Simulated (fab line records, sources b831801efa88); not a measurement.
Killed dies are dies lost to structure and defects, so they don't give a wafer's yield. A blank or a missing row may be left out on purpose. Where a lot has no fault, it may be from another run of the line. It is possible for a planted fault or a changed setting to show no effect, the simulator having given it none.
Struck lot and sound lot, side by side / flow gf180mcu / 15 steps out of a route of 602
Sound: these wafers, L953.1, L953.4, L953.6. Struck: wafer L969.3 (left out: L969.2, a lot-mate that was not struck); the cause follows at the end.
For every step that has rows: the tool of each side, followed by ch and its chambers, followed by its first start. Under that, the readings that differ: sound wafers / struck wafers / difference of the means / sigmas: that difference in standard deviations of wafers without a fault.
alike: readings whose means differ by less than 2 such deviations, and words and numbers that are the same on both sides. not compared: withheld readings, readings that some wafer has no value for, bounds like >300 that may hide the same value, and numbers for which the record gives no deviation and whose values overlap.
A row with sigmas, a row that says differs or no value, or rows on one side alone: a step with any of these is where the two part. When numbers do not overlap yet have no deviation, they are printed without sigmas and do not part them. Lack of a reading on every wafer of one side parts them only where that side has two or more wafers.

first, 3 steps without rows for these wafers: GF_CONTACT_CLEAN_19 (cleans in SPM); GF_CONTACT_CLEAN_20 (cleans in DIW); GF_CONTACT_CLEAN_21 (cleans in dHF, time 20 s).
GF_CONTACT_SPUTTER_22: material Ti, target thk 15 nm, time 80.02 s.
  sound on pvd_sputter-02 at day 16 07:04; struck on pvd_sputter-04 at day 22 05:28
  alike: throttle_valve_pct
GF_CONTACT_SPUTTER_23: material TiN, target thk 10 nm, time 40 s.
  sound on pvd_sputter-02 at day 16 07:08; struck on pvd_sputter-04 at day 22 05:31
  alike: throttle_valve_pct
GF_CONTACT_CVD_24: deposits W, target thk 300 nm, time 90.339 s.
  sound on cvd_w-02 ch 0,1, day 16 07:10; struck on cvd_w-01 ch 0, day 22 05:34
reading=heater_power_w (W); sound=964 994 885; struck=763; difference=-185; sigmas=-3
GF_CONTACT_RS_MEAS_25: the measuring method here is four-point-probe.
  sound on film_metro-01 at day 16 07:16; struck on film_metro-02 at day 22 05:41
  alike: CONTACT_W_RS
GF_CONTACT_THK_MEAS_26: measures by xrf.
  sound on film_metro-01 at day 16 07:23; struck on film_metro-02 at day 22 05:47
  alike: CONTACT_W_THK
then, 1 step without rows for these wafers: GF_CONTACT_CMP_27 (polishes, stops on SiO2, t overpolish 15 s, target thk 0 nm).
GF_M1_SPUTTER_00: material Ti, target thk 37.5 nm, time 150 s.
  sound on pvd_sputter-04 at day 16 07:45; struck on pvd_sputter-03 at day 22 06:08
  alike: throttle_valve_pct
then, 2 steps without rows for these wafers: GF_M1_SPUTTER_01 (material TiN, target thk 30 nm, time 25 s); GF_M1_SPUTTER_02 (material AlCu, target thk 450 nm, time 23.9 s).
GF_M1_SPUTTER_03: material Ti, target thk 10 nm, time 6.7 s.
  sound on pvd_sputter-04 at day 16 07:55; struck on pvd_sputter-03 at day 22 06:18
reading=model.Ti_of_M1_SPUTTER_03.thk_nm (nm); sound=9.948 9.923 9.889; struck=13.05; difference=+3.13; sigmas=
  alike: throttle_valve_pct
GF_M1_SPUTTER_04: material TiN, target thk 50 nm, time 41.7 s.
  sound on pvd_sputter-04 at day 16 07:56; struck on pvd_sputter-03 at day 22 06:19
  alike: throttle_valve_pct
then, 1 step without rows for these wafers: GF_PASSIVATION_PROBE_99.

WHERE THEY PART
Only at GF_CONTACT_CVD_24, within this record. Later steps at which nothing parts them and some readings are alike: GF_CONTACT_RS_MEAS_25, GF_CONTACT_THK_MEAS_26, GF_M1_SPUTTER_00, GF_M1_SPUTTER_03, GF_M1_SPUTTER_04.

WHY: the cause the simulator had injected
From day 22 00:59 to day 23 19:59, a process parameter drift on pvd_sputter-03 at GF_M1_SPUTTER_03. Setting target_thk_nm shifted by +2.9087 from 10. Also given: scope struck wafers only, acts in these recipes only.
